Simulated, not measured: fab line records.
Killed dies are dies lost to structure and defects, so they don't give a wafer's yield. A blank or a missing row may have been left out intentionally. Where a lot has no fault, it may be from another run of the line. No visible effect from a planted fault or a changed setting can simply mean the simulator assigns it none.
Which tool was responsible? -- flow gf180mcu -- 14 lots, 42 wafers sampled, at 2 steps of a route of 602

WHAT THE GAUGES SHOWED, per wafer
GF_STI_CD_MEAS_12: the cd target is 220 nm.
lot,measured,on,cd_nm (nm)
L117,day 2 00:38,cd_sem-01,222.6 221.8 222.5
L119,day 2 12:49,cd_sem-01,219.8 220.6 218.8
L122,day 3 02:45,cd_sem-02,221.0 222.5 221.0
L123,day 4 01:45,cd_sem-01,217.0 217.4 217.6
L125,day 4 04:10,cd_sem-01,220.7 221.7 221.2
L126,day 4 05:20,cd_sem-01,219.5 218.3 220.8
L128,day 4 06:03,cd_sem-01,219.9 219.2 218.8
L129,day 4 07:28,cd_sem-01,222.9 221.8 221.6
L133,day 5 11:32,cd_sem-01,220.8 221.7 220.3
L134,day 5 17:10,cd_sem-01,217.6 217.1 217.7
L136,day 6 03:40,cd_sem-02,220.3 221.1 219.4
L137,day 6 07:56,cd_sem-01,221.9 222.3 221.4
L139,day 6 20:25,cd_sem-02,218.5 217.7 217.5
L140,day 6 23:54,cd_sem-02,221.7 220.5 221.8

GF_DNWELL_TW_MEAS_09.
lot,measured,on,DNWELL_TW
L117,day 2 17:32,film_metro-02,1345 1341 1347
L119,day 3 05:39,film_metro-02,1324 1334 1337
L122,day 3 19:37,film_metro-01,1340 1346 1340
L123,day 4 22:51,film_metro-02,1340 1332 1331
L125,day 5 02:46,film_metro-02,1341 1345 1346
L126,day 5 03:20,film_metro-03,1375 1367 1374
L128,day 5 03:41,film_metro-02,1347 1352 1344
L129,day 5 06:57,film_metro-03,1361 1354 1355
L133,day 6 06:56,film_metro-01,1349 1352 1346
L134,day 6 13:10,film_metro-01,1337 1346 1342
L136,day 7 00:12,film_metro-01,1342 1350 1345
L137,day 7 04:20,film_metro-02,1349 1342 1344
L139,day 7 23:04,film_metro-02,1334 1339 1342
L140,day 7 23:15,film_metro-03,1371 1377 1367

WHICH TOOL RAN EACH LOT (tool, then ch and the chambers of the sampled wafers, then the start)
No process step before these readings appears in the record.

AS READ BY THE TOOLS THEMSELVES (means over the sampled wafers that have a number; for cases with no such wafer, the mark the record gives instead)
The record holds no such reading with a usual standard deviation.

THE ANSWER, worked out from the rows above alone
Rule: what is usual is taken from the lots themselves. The widest of any qualifying gaps counts: lots, ordered by their means at a reading, are off when they make up no more than a third of the lots, leave a main group of 4 or more, and stand apart from it by 3 or more times the standard deviation of that group's means. Not used: any main group whose means are identical at the precision the tables above print for the reading. A lot without any number at a reading at which 4 lots or more have one is off too. The other lots that the step has rows for count as sound. The gauges are gone through in route order, then the tools' own readings, and for those a lot's mean is taken as printed above. The first step at which some lot is off is used, and at that step the reading that is off furthest; a lot without a number counts as furthest.
No lot is off at any reading shown: from this, nothing can be told.

WHAT HAD BEEN PUT IN BY THE SIMULATOR
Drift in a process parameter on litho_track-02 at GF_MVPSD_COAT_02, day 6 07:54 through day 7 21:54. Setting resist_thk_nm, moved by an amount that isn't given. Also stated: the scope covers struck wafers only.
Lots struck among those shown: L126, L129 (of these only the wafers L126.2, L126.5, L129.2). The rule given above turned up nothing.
